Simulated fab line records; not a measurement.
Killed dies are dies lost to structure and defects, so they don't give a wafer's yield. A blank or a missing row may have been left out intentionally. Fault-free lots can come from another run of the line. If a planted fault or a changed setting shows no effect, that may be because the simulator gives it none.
Shared-tool check ; flow sky130 ; Lots sampled 13, wafers sampled 39

## WHY IT WAS OPENED
SKY_VT_ADJUST_HVTP_TW_MEAS_11, reading VT_ADJUST_HVTP_TW: flagged on 1 of 13 lots. Wafers without a fault read 1350, standard deviation 9.6.
Rule: a lot is flagged in two cases, either no wafer of it has a number, or all its wafers with numbers fall more than 4 standard deviations from that mean. The other lots count as sound.

lot;measured;on;VT_ADJUST_HVTP_TW, wafer by wafer;flag
L210;day 5 22:20;film_metro-02;1364 1361 1365;
L211;day 6 07:14;film_metro-03;1339 1342 1335;
L214;day 7 05:44;film_metro-03;1343 1338 1348;
L216;day 8 08:02;film_metro-03;1340 1352 1341;
L217;day 8 08:45;film_metro-03;1341 1342 1345;
L218;day 9 06:04;film_metro-02;1363 1363 1358;
L220;day 9 07:36;film_metro-01;30 30 30;FLAGGED
L222;day 10 04:44;film_metro-01;1335 1330 1332;
L221;day 10 05:00;film_metro-02;1363 1360 1364;
L228;day 11 06:26;film_metro-03;1349 1345 1351;
L229;day 11 09:58;film_metro-03;1347 1348 1354;
L230;day 11 10:29;film_metro-03;1357 1348 1348;
L232;day 11 20:56;film_metro-02;1361 1360 1365;
Averaged over the flagged lots the numbers come to 30, -1320 from the usual (-99 or more standard deviations).

## WHICH TOOL RAN EACH LOT
The record holds 2 process steps before the reading, out of a route of 708 steps. Cell contents, in order: the tool; ch with the chambers the sampled wafers went through; the start.
lot;flag;SKY_FIELD_ISO_ETCH_15;SKY_VT_ADJUST_HVTP_EXPOSE_04
L210;;rie_diel-03 ch 1,2,3, day 2 06:14;iline_stepper-01 ch 0, day 5 13:44
L211;;rie_diel-02 ch 0,1,3, day 2 10:10;iline_stepper-02 ch 0, day 5 22:16
L214;;rie_diel-03 ch 0,1,2, day 3 01:40;iline_stepper-01 ch 0, day 6 20:23
L216;;rie_diel-04 ch 0,2, day 3 14:49;iline_stepper-02 ch 0, day 7 21:13
L217;;rie_diel-02 ch 1,2, day 3 17:49;iline_stepper-02 ch 0, day 7 21:52
L218;;rie_diel-02 ch 0,1, day 3 22:37;iline_stepper-02 ch 0, day 8 18:45
L220;FLAGGED;rie_diel-03 ch 0,1, day 4 07:46;iline_stepper-02 ch 0, day 8 20:26
L222;;rie_diel-02 ch 0,2, day 4 18:52;iline_stepper-02 ch 0, day 9 16:37
L221;;rie_diel-04 ch 0,1,3, day 4 18:31;iline_stepper-02 ch 0, day 9 17:04
L228;;rie_diel-03 ch 1,2,3, day 6 05:58;iline_stepper-02 ch 0, day 10 18:50
L229;;rie_diel-03 ch 1,3, day 6 13:37;iline_stepper-01 ch 0, day 10 22:25
L230;;rie_diel-04 ch 0,2, day 6 14:34;iline_stepper-02 ch 0, day 10 23:05
L232;;rie_diel-03 ch 0,3, day 6 23:10;iline_stepper-02 ch 0, day 11 08:57
These steps, and what they do:
- SKY_FIELD_ISO_ETCH_15: etches the open film in CHF3/O2, stops on Si, target depth 180 nm, time 72 s.
- SKY_VT_ADJUST_HVTP_EXPOSE_04: exposes mask HVTPM, target cd 380 nm.
- SKY_VT_ADJUST_HVTP_TW_MEAS_11

## FLAGGED OVER TOTAL, TOOL BY TOOL (the gauges that took the reading come last)
step;tool;lots run;flagged;share of the flagged lots;sound lots run after its first flagged lot
SKY_FIELD_ISO_ETCH_15;rie_diel-02;4;0;none;-
SKY_FIELD_ISO_ETCH_15;rie_diel-03;6;1;all;3 (L228,L229,L232)
SKY_FIELD_ISO_ETCH_15;rie_diel-04;3;0;none;-
SKY_VT_ADJUST_HVTP_EXPOSE_04;iline_stepper-01;3;0;none;-
SKY_VT_ADJUST_HVTP_EXPOSE_04;iline_stepper-02;10;1;all;5 (L222,L221,L228,L230,L232)
SKY_VT_ADJUST_HVTP_TW_MEAS_11;film_metro-01;2;1;all;1 (L222)
SKY_VT_ADJUST_HVTP_TW_MEAS_11;film_metro-02;4;0;none;-
SKY_VT_ADJUST_HVTP_TW_MEAS_11;film_metro-03;7;0;none;-

## THE TABLE: WHAT IT ALLOWS
rie_diel-03 at SKY_FIELD_ISO_ETCH_15, iline_stepper-02 at SKY_VT_ADJUST_HVTP_EXPOSE_04 and film_metro-01 at SKY_VT_ADJUST_HVTP_TW_MEAS_11: these 3 rows of the table ran every flagged lot.
- rie_diel-03 at SKY_FIELD_ISO_ETCH_15: 1 of its 6 lots flagged. Sound lots followed the first flagged one (L228, L229, L232) on it, something a lasting fault affecting the whole tool could not allow.
- iline_stepper-02 at SKY_VT_ADJUST_HVTP_EXPOSE_04: 1 of its 10 lots flagged. Sound lots followed the first flagged one (L222, L221, L228, L230, L232) on it, something a lasting fault affecting the whole tool could not allow.
- film_metro-01 at SKY_VT_ADJUST_HVTP_TW_MEAS_11: 1 of its 2 lots flagged. Sound lots followed the first flagged one (L222) on it, something a lasting fault affecting the whole tool could not allow.
None of the table's rows ran every flagged lot and, after the first, no sound lot.

## WHAT THE SIMULATOR PUT IN
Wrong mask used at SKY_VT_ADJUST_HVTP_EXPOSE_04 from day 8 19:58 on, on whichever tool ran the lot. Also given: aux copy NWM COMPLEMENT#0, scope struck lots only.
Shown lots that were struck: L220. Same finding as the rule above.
